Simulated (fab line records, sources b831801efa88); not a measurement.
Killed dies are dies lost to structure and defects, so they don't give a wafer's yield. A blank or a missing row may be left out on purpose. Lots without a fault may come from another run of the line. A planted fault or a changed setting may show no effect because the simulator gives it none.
Chamber matching | flow sky130 | SKY_METAL3_ETCH_17 on rie_diel-04: 4 sister chambers
The step etches SiO2 in C4F8/O2/Ar, stops on TiN, time 3.9 s, target depth 15 nm. 22 wafers are shown with their chamber, then 11 later ones without.

WAFERS WITH THEIR CHAMBER
wafer  | chamber | chamber_pressure_mTorr (mTorr) | oes_product_au (a.u.)
L075.3 | 0       | 40.02                          | 0.750
L075.4 | 2       | 40.05                          | 0.759
L075.5 | 3       | 39.96                          | 0.756
L076.1 | 2       | 40.05                          | 0.754
L076.2 | 1       | 39.96                          | 0.760
L076.4 | 0       | 39.98                          | 0.760
L077.4 | 0       | 39.98                          | 0.748
L077.5 | 1       | 39.93                          | 0.748
L077.6 | 0       | 40.05                          | 0.747
L081.2 | 2       | 40.04                          | 0.745
L081.5 | 1       | 40.00                          | 0.758
L081.6 | 0       | 40.01                          | 0.768
L082.2 | 2       | 40.01                          | 0.749
L082.3 | 1       | 40.01                          | 0.758
L082.6 | 0       | 39.97                          | 0.755
L084.1 | 0       | 39.94                          | 0.753
L084.4 | 3       | 39.96                          | 0.757
L084.6 | 2       | 39.96                          | 0.753
L085.1 | 3       | 40.01                          | 0.748
L085.3 | 0       | 39.98                          | 0.755
L085.6 | 3       | 39.96                          | 0.753
L087.2 | 0       | 40.00                          | 0.747

SIGNATURES (means of the wafers above)
reading                | chamber 0 | chamber 1 | chamber 2 | chamber 3 | scatter within a chamber
chamber_pressure_mTorr | 39.9922   | 39.9750   | 40.0220   | 39.9725   | 0.0333
oes_product_au         | 0.75367   | 0.75600   | 0.75200   | 0.75350   | 0.00593
Rule: a wafer's distance from a chamber is the root of the sum, over the readings, of the square of ((its reading less the chamber's mean) divided by the reading's scatter). The wafer belongs to the nearest chamber; if the next one is less than 2 further off, it can't be placed. The scatter: the root of (the sum of the squares of (reading less its chamber's mean) over the shown wafers, divided by (wafers less chambers)).

WAFERS WITHOUT THEIR CHAMBER
wafer  | chamber_pressure_mTorr (mTorr) | oes_product_au (a.u.)
L087.4 | 39.94                          | 0.757
L087.5 | 40.01                          | 0.753
L089.2 | 40.03                          | 0.761
L089.3 | 39.98                          | 0.759
L089.4 | 39.99                          | 0.759
L091.2 | 39.94                          | 0.757
L091.4 | 39.94                          | 0.748
L091.5 | 39.98                          | 0.744
L092.1 | 39.92                          | 0.751
L092.2 | 40.00                          | 0.750
L092.4 | 40.01                          | 0.769

WHICH CHAMBER EACH WENT THROUGH
wafer  | from the rows above               | in truth
L087.4 | can't be placed: 1 or 3 or 0 or 2 | 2
L087.5 | can't be placed: 2 or 0 or 3 or 1 | 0
L089.2 | can't be placed: 2 or 0 or 1 or 3 | 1
L089.3 | can't be placed: 1 or 3 or 0 or 2 | 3
L089.4 | can't be placed: 1 or 0 or 3 or 2 | 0
L091.2 | can't be placed: 1 or 3 or 0 or 2 | 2
L091.4 | can't be placed: 3 or 1 or 0 or 2 | 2
L091.5 | can't be placed: 3 or 0 or 2 or 1 | 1
L092.1 | can't be placed: 3 or 1 or 0 or 2 | 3
L092.2 | can't be placed: 0 or 2 or 3 or 1 | 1
L092.4 | can't be placed: 1 or 0 or 3 or 2 | 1
Placed correctly: 0 of 11. Can't be placed from these rows: 11 (the true chamber is among the candidates in 11). Placed wrongly: 0.
